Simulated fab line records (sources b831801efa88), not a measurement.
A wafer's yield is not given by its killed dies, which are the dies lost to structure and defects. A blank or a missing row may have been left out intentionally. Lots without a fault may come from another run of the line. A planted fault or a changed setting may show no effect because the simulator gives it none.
Problem report, 8D (eight disciplines) form, completed by code || flow sky130 || the parts of the form that need people (team, actions taken, sign-off) are left out

== 1. PROBLEM STATEMENT ==
At SKY_PAD_OPEN_PROBE_99, killed_at_M0_to_M3 averages 449 over 3 wafers from 3 lots, while fault-free wafers read 42, standard deviation 7.1. That puts it +57 standard deviations away from the usual mean.
Earliest sighting: wafer L818.4 on prober-02 at day 47 06:47. Wafers with a number at this step in the record: 9, from 3 lots. Rule for "out", or "out of limits": more than 4 standard deviations from the usual mean. The rest of the wafers with a number are treated as sound.

== 2. WHAT THIS IS AND IS NOT ==
{"question": "which readings at this step", "is": "killed_at_M0_to_M3, defect_limited_yield, killed_dies, killed_on_rim, sort_bin_5_function, sort_n_pass, sort_yield_pct", "is not": "killed_at_M4_up, killed_at_contacts, killed_at_front_end, killed_open, sort_bin_6_memory"}
{"question": "which lots", "is": "L818, L819, L821", "is not": "-"}
{"question": "which wafers of those lots", "is": "L818.4, L819.3, L821.4", "is not": "L818.5, L818.6, L819.1, L819.5, L821.2, L821.6"}
{"question": "read on which tools", "is": "prober-01, prober-02", "is not": "-"}
{"question": "when", "is": "from day 47 06:47", "is not": "up to then (0 sound wafers); but 6 sound wafers of L818, L819, L821 came after"}

== 3. WHAT RULES OUT EACH SUSPECT ==
Counting: if a tool at a process step up to the reading ran every lot that is out, it stays a suspect. Sound lots after the first of them don't rule it out here, since some wafers of a struck lot are sound.
- krf_scanner-02 at SKY_METAL2_EXPOSE_12 (exposes mask MM2, target cd 140 nm): kept. It ran every lot that is out, first L818 (day 36 11:46).
Remaining after the count: krf_scanner-02 at SKY_METAL2_EXPOSE_12.

== 4. THE CAUSE (what the simulator had put in) ==
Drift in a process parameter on krf_scanner-02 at SKY_METAL2_EXPOSE_12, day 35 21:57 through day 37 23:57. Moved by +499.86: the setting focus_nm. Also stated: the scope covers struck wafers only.
Only this tool survived the counting.

== 5. SEQUENCE OF EFFECTS, ordered by route ==
Each row: a reading where the mean over the struck wafers with a number is more than 3 standard deviations away from the usual. Only readings whose record carries a usual standard deviation are examined. hours: median over the lots of the time between each lot's start at the first step of this table that gives one and its start at this step. sigmas: the change, counted in usual standard deviations.
{"hours": 0, "step": "SKY_PAD_OPEN_PROBE_99", "reading": "defect_limited_yield", "usual": "82.6 %", "on struck wafers": 0.0, "change": -82.6, "sigmas": -43}
{"hours": 0, "step": "SKY_PAD_OPEN_PROBE_99", "reading": "killed_at_M0_to_M3", "usual": 42, "on struck wafers": 449, "change": "+407", "sigmas": "+57"}
{"hours": 0, "step": "SKY_PAD_OPEN_PROBE_99", "reading": "killed_dies", "usual": 86, "on struck wafers": 492, "change": "+406", "sigmas": "+42"}
{"hours": 0, "step": "SKY_PAD_OPEN_PROBE_99", "reading": "killed_on_rim", "usual": 17, "on struck wafers": 96, "change": "+79", "sigmas": "+21"}
{"hours": 0, "step": "SKY_PAD_OPEN_PROBE_99", "reading": "sort_bin_5_function", "usual": "10.2 %", "on struck wafers": 92.0, "change": "+81.8", "sigmas": "+55"}
{"hours": 0, "step": "SKY_PAD_OPEN_PROBE_99", "reading": "sort_n_pass", "usual": 406, "on struck wafers": 0, "change": -406, "sigmas": -42}
{"hours": 0, "step": "SKY_PAD_OPEN_PROBE_99", "reading": "sort_yield_pct", "usual": "82.6 %", "on struck wafers": 0.0, "change": -82.6, "sigmas": -43}
Here are the process steps it includes:
- SKY_PAD_OPEN_PROBE_99
Readings that are blank on the struck wafers while sound wafers have them: cd_nm at SKY_METAL2_CD_MEAS_15; METAL2_OVL at SKY_METAL2_OVL_MEAS_16.

== 6. WHAT WOULD HAVE CAUGHT IT SOONER ==
The fault began at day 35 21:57; the first out-of-limits reading in this record came at day 47 06:47, 273 hours later.
Between SKY_METAL2_EXPOSE_12 and SKY_PAD_OPEN_PROBE_99, SKY_METAL2_CD_MEAS_15 gave no cd_nm and SKY_METAL2_OVL_MEAS_16 gave no METAL2_OVL on the struck wafers, where sound wafers have one: a measuring or inspecting step that comes back empty is itself a sign.
Tool readings at SKY_METAL2_EXPOSE_12 with a usual standard deviation given in the record: none out on any struck wafer, hence no alarm at a limit of 4 standard deviations on them.
Each of the lots that are out, 3 in all, had begun SKY_METAL2_EXPOSE_12 on krf_scanner-02 no later than day 47 06:47. A hold on the tool at that time would have spared none of them.
